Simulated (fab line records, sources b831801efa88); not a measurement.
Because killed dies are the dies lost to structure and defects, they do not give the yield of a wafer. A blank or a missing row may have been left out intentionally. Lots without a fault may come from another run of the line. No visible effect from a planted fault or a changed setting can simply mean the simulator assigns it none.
Matching of chambers / flow sky130 / SKY_VIA2_ETCH_15 on rie_diel-01 has 4 sister chambers
The step etches SiO2 in C4F8/O2/Ar, stops on TiN, target depth 546 nm, time 84 s. 14 wafers are shown with their chamber, then 7 later ones without.

== WAFERS, EACH WITH ITS CHAMBER ==
wafer=L755.3; chamber=1; bias_w (W)=1201; oes_product_au (a.u.)=0.936
wafer=L755.5; chamber=0; bias_w (W)=1198; oes_product_au (a.u.)=0.940
wafer=L755.6; chamber=3; bias_w (W)=1205; oes_product_au (a.u.)=0.937
wafer=L756.1; chamber=2; bias_w (W)=1197; oes_product_au (a.u.)=0.939
wafer=L756.2; chamber=0; bias_w (W)=1199; oes_product_au (a.u.)=0.943
wafer=L756.4; chamber=1; bias_w (W)=1194; oes_product_au (a.u.)=0.951
wafer=L770.3; chamber=0; bias_w (W)=1200; oes_product_au (a.u.)=0.937
wafer=L770.5; chamber=2; bias_w (W)=1202; oes_product_au (a.u.)=0.940
wafer=L770.6; chamber=1; bias_w (W)=1194; oes_product_au (a.u.)=0.945
wafer=L772.1; chamber=0; bias_w (W)=1198; oes_product_au (a.u.)=0.934
wafer=L772.2; chamber=2; bias_w (W)=1202; oes_product_au (a.u.)=0.939
wafer=L772.4; chamber=1; bias_w (W)=1202; oes_product_au (a.u.)=0.943
wafer=L773.2; chamber=2; bias_w (W)=1206; oes_product_au (a.u.)=0.939
wafer=L773.4; chamber=0; bias_w (W)=1196; oes_product_au (a.u.)=0.940

SIGNATURES (means of the wafers above)
reading=bias_w; chamber 0=1198.20; chamber 1=1197.75; chamber 2=1201.75; chamber 3=1205.00; scatter within a chamber=3.26
reading=oes_product_au; chamber 0=0.93880; chamber 1=0.94375; chamber 2=0.93925; chamber 3=0.93700; scatter within a chamber=0.00403
Rule: distance of a wafer from a chamber = root of the sum over the readings of ((wafer's reading minus chamber's mean) / reading's scatter) squared. The wafer belongs to the nearest chamber; if the next one is less than 2 further off, it can't be placed. The scatter: take each reading less its chamber's mean, square it, sum over the shown wafers, divide by the number of wafers less the number of chambers, and take the root.

== WAFERS WITHOUT THEIR CHAMBER ==
wafer=L773.6; bias_w (W)=1196; oes_product_au (a.u.)=0.936
wafer=L774.4; bias_w (W)=1197; oes_product_au (a.u.)=0.938
wafer=L774.5; bias_w (W)=1196; oes_product_au (a.u.)=0.939
wafer=L774.6; bias_w (W)=1196; oes_product_au (a.u.)=0.939
wafer=L776.3; bias_w (W)=1202; oes_product_au (a.u.)=0.939
wafer=L776.4; bias_w (W)=1201; oes_product_au (a.u.)=0.938
wafer=L776.5; bias_w (W)=1203; oes_product_au (a.u.)=0.939

== CHAMBER TAKEN BY EACH ==
wafer=L773.6; from the rows above=can't be placed: 0 or 2 or 1 or 3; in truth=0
wafer=L774.4; from the rows above=can't be placed: 0 or 1 or 2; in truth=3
wafer=L774.5; from the rows above=can't be placed: 0 or 1 or 2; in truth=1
wafer=L774.6; from the rows above=can't be placed: 0 or 1 or 2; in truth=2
wafer=L776.3; from the rows above=can't be placed: 2 or 3 or 0 or 1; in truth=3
wafer=L776.4; from the rows above=can't be placed: 2 or 0 or 3 or 1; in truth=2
wafer=L776.5; from the rows above=can't be placed: 2 or 3 or 0 or 1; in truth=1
0 of 7 placed correctly. Unplaceable from these rows: 7, with the true chamber sitting among the candidates in 6. Placed wrongly: 0.
